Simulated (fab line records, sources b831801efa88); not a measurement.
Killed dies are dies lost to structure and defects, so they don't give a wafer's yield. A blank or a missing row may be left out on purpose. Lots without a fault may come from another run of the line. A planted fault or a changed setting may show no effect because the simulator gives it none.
fab line records | flow sky130 | part 1 of 2: steps 1 to 26 of 36
record lots=5 wafers=15 last_day=50
route steps=708 shown VIA2@531 METAL3@532 CAPM@537
lots that met no fault: from a run of the same line without faults
start_h: hours from the record's first day to the start of the lot's first wafer shown | wait_h: hours since the lot's step before | " the same as in the row above | L1.1+2: a row that stands for several wafers | - no value, or no start given | * or withheld: withheld | < > ~ a bound
route shown NAME@n: a module of which the file shows steps, and the number in the route of the first | usual: mean/standard deviation of fault-free wafers | same: alike in all rows | chamber/n: place in a boat | sites: the reading at each site | _std_site: their standard deviation | _edge_site: outer sites' mean less inner sites' | radius_mm: how far each site lies from the wafer's centre | mask NAME#n: copy n | behind: the tool/chamber that last shaped the wafer | hold: why the lot was held/for how many hours/how that ended | device: the transistor (n, p or np) that didn't switch | end of line: the same wafers' tests at the end of the route | a step without rows: its recipe alone | killed: dies lost to structure and defects at the first sort, not the wafer's yield | map: a wafer's dies, x killed, . not, _ none there
set.NAME: the setting as run; set.NAME@STEP: as run at that earlier step | model.NAME: the simulator's own value behind a step, which no gauge read
lots at some steps of the route; a table a step, a row a wafer
services: from which hour (start_h, from the record's first day; less than 0 if before it) a tool's chamber was out of use, for how many hours, and why
## steps
# step SKY_VIA2_CMP_24
# recipe stop_on=SiO2 t_overpolish_s=20 down_force_psi=3.5 platen_rpm=60 target_thk_nm=0 pad_velocity_m_s=0.94248
# usual motor_current_A=11.7/0.66 overpolish_run_s=20.000/0.01 time_to_endpoint_s=100/4.3
# columns lot.wafer tool chamber start_h wait_h motor_current_A overpolish_run_s time_to_endpoint_s
L074.1 cmp-01 1 845.37 0.1 11.6 19.991 109
L074.2 " 2 " " 11.7 19.990 98
L074.4 " 3 " " 13.0 20.008 96
L079.4 cmp-01 2 900.60 0.1 12.2 19.989 92
L079.3 " 0 " " 10.9 19.990 96
L079.5 " 1 " " 11.1 19.980 102
L094.1 cmp-02 1 1007.97 0.1 11.3 19.994 105
L094.5 " 1 " " 11.8 19.992 99
L094.6 " 2 " " 12.0 19.992 107
L095.2 cmp-01 0 1011.75 0.1 11.0 19.994 101
L095.1 " 1 " " 11.6 19.969 104
L095.6 " 0 " " 10.5 20.006 100
L097.1 cmp-02 1 1014.52 0.2 11.5 20.004 108
L097.6 " 1 " " 11.2 20.004 106
L097.5 " 2 " " 11.6 20.010 109
# step SKY_METAL3_SPUTTER_00
# recipe material=Ti target_thk_nm=15 power_w=2969 time_s=10 chamber_pressure_pa=0.4
# usual cathode_dc_power_W=2968.9/0.57 throttle_valve_pct=29.8/0.84
# columns lot.wafer tool chamber start_h wait_h cathode_dc_power_W throttle_valve_pct
L074.1 pvd_sputter-04 - 845.62 0.2 2968.8 31.0
L074.2 " - " " 2968.6 29.0
L074.4 " - " " 2969.6 30.2
L079.3 pvd_sputter-02 - 900.85 0.1 2969.7 31.2
L079.4 " - " " 2969.5 30.5
L079.5 " - " " 2969.6 30.9
L094.1 pvd_sputter-04 - 1008.27 0.2 2970.5 29.0
L094.5 " - " " 2968.7 28.6
L094.6 " - " " 2969.2 29.2
L095.1 pvd_sputter-03 - 1012.00 0.1 2969.3 29.8
L095.2 " - " " 2969.1 29.0
L095.6 " - " " 2969.6 29.3
L097.1 pvd_sputter-04 - 1014.82 0.2 2969.0 30.3
L097.5 " - " " 2968.7 29.1
L097.6 " - " " 2969.3 28.9
# step SKY_METAL3_SPUTTER_01
# recipe material=TiN target_thk_nm=20 power_w=6500 time_s=16.7 chamber_pressure_pa=0.4
# usual cathode_dc_power_W=6499.8/1.2 throttle_valve_pct=29.9/0.83
# columns lot.wafer tool chamber start_h wait_h cathode_dc_power_W throttle_valve_pct
L074.1 pvd_sputter-04 - 845.65 0.0 6499.7 30.9
L074.2 " - " " 6499.1 29.2
L074.4 " - " " 6500.8 30.3
L079.3 pvd_sputter-02 - 900.88 0.0 6500.0 31.3
L079.4 " - " " 6501.0 30.6
L079.5 " - " " 6500.1 31.2
L094.1 pvd_sputter-04 - 1008.29 0.0 6498.7 29.3
L094.5 " - " " 6497.5 29.2
L094.6 " - " " 6499.5 29.2
L095.1 pvd_sputter-03 - 1012.02 0.0 6499.2 30.0
L095.2 " - " " 6500.1 29.2
L095.6 " - " " 6500.3 29.2
L097.1 pvd_sputter-04 - 1014.84 0.0 6500.4 30.4
L097.5 " - " " 6498.1 29.0
L097.6 " - " " 6500.5 29.0
# step SKY_METAL3_SPUTTER_02
# recipe material=AlCu target_thk_nm=735 power_w=10600 time_s=39.1 chamber_pressure_pa=0.4
# usual cathode_dc_power_W=10600/1.7 throttle_valve_pct=29.9/0.84
# columns lot.wafer tool chamber start_h wait_h cathode_dc_power_W throttle_valve_pct
L074.1 pvd_sputter-04 - 845.67 0.0 10598 30.7
L074.2 " - " " 10598 29.1
L074.4 " - " " 10601 30.5
L079.3 pvd_sputter-02 - 900.90 0.0 10601 30.9
L079.4 " - " " 10597 30.7
L079.5 " - " " 10600 31.2
L094.1 pvd_sputter-04 - 1008.32 0.0 10598 29.1
L094.5 " - " " 10600 29.0
L094.6 " - " " 10602 29.0
L095.1 pvd_sputter-03 - 1012.05 0.0 10603 29.7
L095.2 " - " " 10602 29.1
L095.6 " - " " 10604 29.2
L097.1 pvd_sputter-04 - 1014.87 0.0 10599 30.4
L097.5 " - " " 10598 29.1
L097.6 " - " " 10602 29.1
# step SKY_METAL3_SPUTTER_03
# recipe material=Ti target_thk_nm=5 power_w=3000 time_s=3.3 chamber_pressure_pa=0.4
# usual cathode_dc_power_W=3000.1/0.59 throttle_valve_pct=29.8/0.86
# columns lot.wafer tool chamber start_h wait_h cathode_dc_power_W throttle_valve_pct
L074.1 pvd_sputter-04 - 845.71 0.0 3000.6 30.8
L074.2 " - " " 3000.0 29.0
L074.4 " - " " 3001.2 30.2
L079.3 pvd_sputter-02 - 900.94 0.0 2999.8 31.0
L079.4 " - " " 3000.1 30.8
L079.5 " - " " 3000.6 31.1
L094.1 pvd_sputter-04 - 1008.36 0.0 2999.6 28.8
L094.5 " - " " 2999.0 28.9
L094.6 " - " " 3000.1 29.2
L095.1 pvd_sputter-03 - 1012.09 0.0 2999.7 29.8
L095.2 " - " " 3000.3 29.0
L095.6 " - " " 3000.3 29.1
L097.1 pvd_sputter-04 - 1014.91 0.0 3000.4 30.6
L097.5 " - " " 2999.5 28.9
L097.6 " - " " 2999.9 29.2
# step SKY_METAL3_SPUTTER_04
# recipe material=TiN target_thk_nm=70 power_w=6500 time_s=58.3 chamber_pressure_pa=0.3922
# usual cathode_dc_power_W=6500.1/1.3 throttle_valve_pct=29.9/0.85
# columns lot.wafer tool chamber start_h wait_h cathode_dc_power_W throttle_valve_pct
L074.1 pvd_sputter-04 - 845.73 0.0 6500.1 30.8
L074.2 " - " " 6500.3 29.2
L074.4 " - " " 6500.1 30.4
L079.3 pvd_sputter-02 - 900.96 0.0 6499.9 31.2
L079.4 " - " " 6499.6 30.6
L079.5 " - " " 6500.8 31.2
L094.1 pvd_sputter-04 - 1008.38 0.0 6497.8 28.9
L094.5 " - " " 6496.9 28.9
L094.6 " - " " 6500.4 29.1
L095.1 pvd_sputter-03 - 1012.10 0.0 6501.4 29.6
L095.2 " - " " 6500.3 29.1
L095.6 " - " " 6501.0 29.1
L097.1 pvd_sputter-04 - 1014.92 0.0 6500.0 30.3
L097.5 " - " " 6498.6 28.8
L097.6 " - " " 6499.4 29.3
# step SKY_CAPM_CVD_00
# recipe material=SiO2 target_thk_nm=15.5 temp_c=400 time_s=withheld rf_w=450
# usual heater_power_w=707/88
# columns lot.wafer tool chamber start_h wait_h heater_power_w
L074.1 pecvd-01 0 845.78 0.0 687
L074.2 " 2 " " 738
L074.4 " 2 " " 727
L079.3 pecvd-01 0 901.01 0.0 707
L079.4 " 2 " " 714
L079.5 " 0 " " 702
L094.1 pecvd-01 1 1008.43 0.0 787
L094.5 " 2 " " 737
L094.6 " 1 " " 812
L095.1 pecvd-03 1 1012.15 0.0 713
L095.2 " 0 " " 464
L095.6 " 1 " " 708
L097.1 pecvd-01 0 1014.97 0.0 683
L097.5 " 0 " " 714
L097.6 " 2 " " 753
# step SKY_CAPM_THK_MEAS_01
# recipe reads=SiO2_of_CAPM_CVD_00
# usual CAPM_CVD_00_THK=15.59/0.27
# columns lot.wafer tool chamber start_h wait_h CAPM_CVD_00_THK[nm]
L074.1 film_metro-04 - 845.81 - 15.86
L074.2 " - " " 15.42
L074.4 " - " " 15.72
L079.3 film_metro-01 - 901.05 - 15.66
L079.4 " - " " 15.93
L079.5 " - " " 16.14
L094.1 film_metro-03 - 1008.45 - 15.50
L094.5 " - " " 16.07
L094.6 " - " " 15.61
L095.1 film_metro-04 - 1012.19 - 15.21
L095.2 " - " " 15.02
L095.6 " - " " 15.59
L097.1 film_metro-03 - 1014.99 - 15.49
L097.5 " - " " 15.87
L097.6 " - " " 15.51
# step SKY_CAPM_SPUTTER_02
# recipe material=TiN target_thk_nm=200 temp_c=300 power_w=6500 time_s=166.7 chamber_pressure_pa=0.4
# usual cathode_dc_power_W=6500.1/1.1 throttle_valve_pct=30.3/0.88
# columns lot.wafer tool chamber start_h wait_h cathode_dc_power_W throttle_valve_pct
L074.1 pvd_sputter-01 - 845.87 0.1 6501.4 30.8
L074.2 " - " " 6499.4 31.4
L074.4 " - " " 6499.6 30.5
L079.3 pvd_sputter-04 - 901.09 0.0 6499.6 29.1
L079.4 " - " " 6500.5 29.1
L079.5 " - " " 6501.6 30.1
L094.1 pvd_sputter-02 - 1008.51 0.1 6499.0 28.8
L094.5 " - " " 6498.7 30.2
L094.6 " - " " 6500.8 31.2
L095.1 pvd_sputter-02 - 1012.25 0.1 6501.6 30.2
L095.2 " - " " 6500.1 31.3
L095.6 " - " " 6500.3 28.8
L097.1 pvd_sputter-02 - 1015.05 0.1 6500.0 30.9
L097.5 " - " " 6499.4 28.9
L097.6 " - " " 6499.1 30.6
# step SKY_CAPM_RS_MEAS_03
# recipe thk_meas_gauge=four-point-probe reads=TiN_of_CAPM_SPUTTER_02
# usual CAPM_TIN_RS=6.91/0.062
# columns lot.wafer tool chamber start_h wait_h CAPM_TIN_RS[ohm/sq]
L074.1 film_metro-04 - 845.98 0.1 6.84
L074.2 " - " " 6.79
L074.4 " - " " 6.89
L079.3 film_metro-03 - 901.24 0.1 6.95
L079.4 " - " " 6.90
L079.5 " - " " 6.95
L094.1 film_metro-01 - 1008.62 0.1 6.80
L094.5 " - " " 6.87
L094.6 " - " " 6.85
L095.1 film_metro-01 - 1012.36 0.1 7.02
L095.2 " - " " 6.94
L095.6 " - " " 6.99
L097.1 film_metro-03 - 1015.16 0.1 6.95
L097.5 " - " " 6.83
L097.6 " - " " 6.96
# step SKY_CAPM_THK_MEAS_04
# recipe thk_meas_gauge=xrf reads=TiN_of_CAPM_SPUTTER_02
# usual CAPM_TIN_THK=198.0/2.5
# columns lot.wafer tool chamber start_h wait_h CAPM_TIN_THK[nm]
L074.1 film_metro-04 - 846.10 0.1 200.9
L074.2 " - " " 202.1
L074.4 " - " " 199.5
L079.3 film_metro-03 - 901.34 0.1 198.5
L079.4 " - " " 200.7
L079.5 " - " " 198.7
L094.1 film_metro-01 - 1008.74 0.1 198.4
L094.5 " - " " 196.9
L094.6 " - " " 197.7
L095.1 film_metro-01 - 1012.48 0.1 192.4
L095.2 " - " " 194.9
L095.6 " - " " 193.8
L097.1 film_metro-03 - 1015.28 0.1 199.1
L097.5 " - " " 203.5
L097.6 " - " " 199.3
# step SKY_CAPM_DEHYDRATE_05
# recipe temp_c=200 time_s=60
# columns lot.wafer tool chamber start_h wait_h
L074.1+2+4 litho_track-01 0 857.53 11.4
L079.3+4+5 litho_track-04 0 913.32 12.0
L094.1+5+6 litho_track-04 0 1019.72 11.0
L095.1+2+6 litho_track-04 0 1023.42 10.9
L097.1+5+6 litho_track-02 0 1026.51 11.2
# step SKY_CAPM_HMDS_06
# recipe prime_time_s=60 prime_temp_c=120
# columns lot.wafer tool chamber start_h wait_h
L074.1+2+4 litho_track-01 0 857.68 0.1
L079.3+4+5 litho_track-04 0 913.47 0.1
L094.1+5+6 litho_track-04 0 1019.87 0.1
L095.1+2+6 litho_track-04 0 1023.57 0.1
L097.1+5+6 litho_track-02 0 1026.66 0.1
# step SKY_CAPM_COAT_07
# recipe resist=NOVOLAK spin_rpm=3000 resist_thk_nm=1140
# usual dispense_pressure_kPa=51.2/0.93 spin_speed_rpm=3000.0/1.8
# columns lot.wafer tool chamber start_h wait_h dispense_pressure_kPa spin_speed_rpm
L074.1 litho_track-01 0 857.83 0.1 52.7 3001.7
L074.2 " 0 " " 52.7 3000.9
L074.4 " 0 " " 52.7 2997.5
L079.3 litho_track-04 0 913.62 0.1 50.0 2999.2
L079.4 " 0 " " 49.9 2999.2
L079.5 " 0 " " 50.0 3000.6
L094.1 litho_track-04 0 1020.02 0.1 49.9 2997.8
L094.5 " 0 " " 49.9 2999.1
L094.6 " 0 " " 49.9 3000.8
L095.1 litho_track-04 0 1023.72 0.1 50.0 2998.7
L095.2 " 0 " " 50.0 3000.4
L095.6 " 0 " " 49.9 2997.4
L097.1 litho_track-02 0 1026.81 0.1 51.6 3000.1
L097.5 " 0 " " 51.6 2998.2
L097.6 " 0 " " 51.6 2999.2
# step SKY_CAPM_SOFTBAKE_08
# recipe temp_c=90 time_s=60 resist=NOVOLAK
# columns lot.wafer tool chamber start_h wait_h
L074.1+2+4 litho_track-01 0 857.98 0.1
L079.3+4+5 litho_track-04 0 913.77 0.1
L094.1+5+6 litho_track-04 0 1020.17 0.1
L095.1+2+6 litho_track-04 0 1023.87 0.1
L097.1+5+6 litho_track-02 0 1026.96 0.1
# step SKY_CAPM_EXPOSE_09
# recipe mask_id=CAPM na=0.6 source_shape=conventional sigma_outer=0.6 polarization=unpolarized target_cd_nm=1000 dose_mj=159
# same na=0.6
# columns lot.wafer tool chamber start_h wait_h mask
L074.1+2+4 iline_stepper-02 0 - - CAPM#0
L079.3+4+5 iline_stepper-01 0 - - CAPM#0
L094.1+5+6 iline_stepper-01 0 - - CAPM#0
L095.1+2+6 iline_stepper-01 0 - - CAPM#0
L097.1+5+6 iline_stepper-01 0 - - CAPM#0
# step SKY_CAPM_PEB_10
# recipe temp_c=withheld time_s=* resist=NOVOLAK
# columns lot.wafer tool chamber start_h wait_h
L074.1+2+4 litho_track-01 0 - -
L079.3+4+5 litho_track-02 0 - -
L094.1+5+6 litho_track-04 0 - -
L095.1+2+6 litho_track-02 0 - -
L097.1+5+6 litho_track-02 0 - -
# step SKY_CAPM_DEVELOP_11
# recipe resist=NOVOLAK developer=TMAH develop_time_s=60 dev_temp_c=23
# columns lot.wafer tool chamber start_h wait_h
L074.1+2+4 litho_track-01 0 870.63 0.1
L079.3+4+5 litho_track-02 0 925.86 0.1
L094.1+5+6 litho_track-04 0 1031.62 0.1
L095.1+2+6 litho_track-02 0 1034.91 0.1
L097.1+5+6 litho_track-02 0 1037.16 0.1
# step SKY_CAPM_OVL_MEAS_12
# usual CAPM_OVL=0.3/1.5
# columns lot.wafer tool chamber start_h wait_h CAPM_OVL[nm]
L074.1 overlay-01 - 870.78 0.1 1.2
L074.2 " - " " 0.5
L074.4 " - " " -0.4
L079.3 overlay-01 - 925.97 0.1 -1.4
L079.4 " - " " -0.7
L079.5 " - " " -1.5
L094.1 overlay-02 - 1031.77 0.1 1.3
L094.5 " - " " 1.3
L094.6 " - " " 2.8
L095.1 overlay-01 - 1035.06 0.1 -0.4
L095.2 " - " " 0.6
L095.6 " - " " 0.5
L097.1 overlay-02 - 1037.31 0.1 -1.0
L097.5 " - " " 2.8
L097.6 " - " " 1.4
# step SKY_CAPM_METAL_ETCH_13
# recipe target_depth_nm=220 stop_on=SiO2 chemistry=Cl2/BCl3 target=TiN pressure_mtorr=10 icp_w=900 bias_w=48.5 Cl2_flow_sccm=60 bcl3_flow_sccm=30 time_s=62.9
# usual bias_w=48.50/0.14 drypump_motor_current_A=6.03/0.27 he_backside_leak_sccm=3.42/0.26 oes_product_au=0.943/0.0069 throttle_valve_pct=21.901/0.0091
# columns lot.wafer tool chamber start_h wait_h bias_w drypump_motor_current_A he_backside_leak_sccm oes_product_au rf_hours_counter_h throttle_valve_pct
L074.1 rie_metal-04 1 870.82 0.0 48.47 6.23 3.15 0.960 7 21.905
L074.2 " 0 " " 48.57 6.08 3.48 0.961 0 21.892
L074.4 " 0 " " 48.50 6.10 3.41 0.944 - 21.905
L079.3 rie_metal-02 1 926.02 0.0 48.56 5.41 3.37 0.932 - 21.909
L079.4 " 0 " " 48.48 6.16 3.42 0.943 - 21.920
L079.5 " 0 " " 48.68 6.20 3.34 0.934 - 21.902
L094.1 rie_metal-03 0 1031.81 0.0 48.62 6.17 3.48 0.950 19 21.894
L094.5 " 0 " " 48.54 6.19 3.59 0.944 - 21.888
L094.6 " 1 " " 48.44 6.07 3.35 0.949 - 21.897
L095.1 rie_metal-03 1 1035.10 0.0 48.42 6.07 3.47 0.941 14 21.903
L095.2 " 0 " " 48.47 6.17 3.51 0.949 20 21.898
L095.6 " 1 " " 48.50 6.05 3.37 0.933 - 21.908
L097.1 rie_metal-02 1 1037.35 0.0 48.50 5.39 3.31 0.937 14 21.906
L097.5 " 1 " " 48.37 5.43 3.40 0.947 - 21.904
L097.6 " 1 " " 48.35 5.42 3.58 0.939 - 21.893
# step SKY_CAPM_STRIP_14
# recipe chemistry=O2/N2 power_w=1400 pressure_mtorr=1500 platen_temp_c=withheld o2_flow_sccm=3000 n2_flow_sccm=300 overash_fraction=0.5
# usual drypump_motor_current_A=5.55/0.23 oes_product_au=0.710/0.0048 strip_time_to_endpoint_s=12.65/0.051
# columns lot.wafer tool chamber start_h wait_h drypump_motor_current_A oes_product_au rf_hours_counter_h strip_time_to_endpoint_s
L074.1 plasma_asher-03 1 870.90 0.1 5.71 0.715 12 12.67
L074.2 " 0 " " 5.15 0.701 12 12.65
L074.4 " 0 " " 5.16 0.716 - 12.70
L079.3 plasma_asher-03 1 926.11 0.1 5.69 0.710 - 12.65
L079.4 " 0 " " 5.17 0.715 - 12.62
L079.5 " 1 " " 5.71 0.716 - 12.64
L094.1 plasma_asher-01 0 1031.88 0.1 5.63 0.698 61 12.55
L094.5 " 0 " " 5.64 0.713 - 12.52
L094.6 " 1 " " 5.83 0.718 - 12.57
L095.1 plasma_asher-02 1 1035.17 0.1 5.48 0.708 84 12.59
L095.2 " 0 " " 5.63 0.710 84 12.63
L095.6 " 1 " " 5.50 0.708 - 12.58
L097.1 plasma_asher-03 0 1037.50 0.1 5.15 0.712 29 12.71
L097.5 " 1 " " 5.70 0.709 - 12.69
L097.6 " 0 " " 5.14 0.707 - 12.68
# step SKY_CAPM_STRIP_15
# recipe chemistry=post_etch_residue_remover time_s=1200 temp_c=72.5
# usual bath_heat_duty_pct=15.0/1.6
# columns lot.wafer tool chamber start_h wait_h bath_heat_duty_pct
L074.1 wet_bench-04 1 871.00 0.1 14.3
L074.2 " 1 " " 15.5
L074.4 " 1 " " 16.0
L079.3 wet_bench-04 2 926.17 0.0 12.6
L079.4 " 2 " " 12.7
L079.5 " 2 " " 12.4
L094.1 wet_bench-02 1 1031.98 0.1 13.9
L094.5 " 1 " " 14.3
L094.6 " 1 " " 14.4
L095.1 wet_bench-02 2 1035.27 0.1 14.4
L095.2 " 2 " " 14.0
L095.6 " 2 " " 13.2
L097.1 wet_bench-02 2 1037.60 0.1 14.3
L097.5 " 2 " " 15.1
L097.6 " 2 " " 14.8
# step SKY_CAPM_CLEAN_16
# recipe chemistry=IPA time_s=180 temp_c=25
# usual bath_heat_duty_pct=6.4/0.79
# columns lot.wafer tool chamber start_h wait_h bath_heat_duty_pct
L074.1 wet_bench-02 3 871.37 0.0 7.3
L074.2 " 3 " " 8.0
L074.4 " 3 " " 7.0
L079.3 wet_bench-02 0 926.86 0.0 5.5
L079.4 " 0 " " 6.2
L079.5 " 0 " " 6.3
L094.1 wet_bench-04 0 1032.33 0.0 7.1
L094.5 " 0 " " 7.4
L094.6 " 0 " " 6.6
L095.1 wet_bench-01 1 1035.62 0.0 7.0
L095.2 " 1 " " 6.6
L095.6 " 1 " " 7.6
L097.1 wet_bench-04 0 1037.94 0.0 6.4
L097.5 " 0 " " 6.8
L097.6 " 0 " " 6.9
# step SKY_CAPM_CLEAN_17
# recipe chemistry=O3/DIW dry=n2_spin
# columns lot.wafer tool chamber start_h wait_h
L074.1+2+4 wet_bench-04 2 871.43 0.0
L079.3+4+5 wet_bench-01 2 926.92 0.0
L094.1+5+6 wet_bench-01 0 1032.38 0.0
L095.1+2+6 wet_bench-02 3 1035.68 0.0
L097.1+5+6 wet_bench-01 1 1038.06 0.0
# step SKY_METAL3_DEHYDRATE_05
# recipe temp_c=200 time_s=60
# columns lot.wafer tool chamber start_h wait_h
L074.1+2+4 litho_track-01 0 882.43 10.9
L079.3+4+5 litho_track-02 0 938.11 11.1
L094.1+5+6 litho_track-03 0 1042.30 9.8
L095.1+2+6 litho_track-03 0 1046.25 10.5
L097.1+5+6 litho_track-01 0 1048.83 10.7
# step SKY_METAL3_HMDS_06
# recipe prime_time_s=60 prime_temp_c=120
# columns lot.wafer tool chamber start_h wait_h
L074.1+2+4 litho_track-01 0 882.58 0.1
L079.3+4+5 litho_track-02 0 938.26 0.1
L094.1+5+6 litho_track-03 0 1042.45 0.1
L095.1+2+6 litho_track-03 0 1046.40 0.1
L097.1+5+6 litho_track-01 0 1048.98 0.1
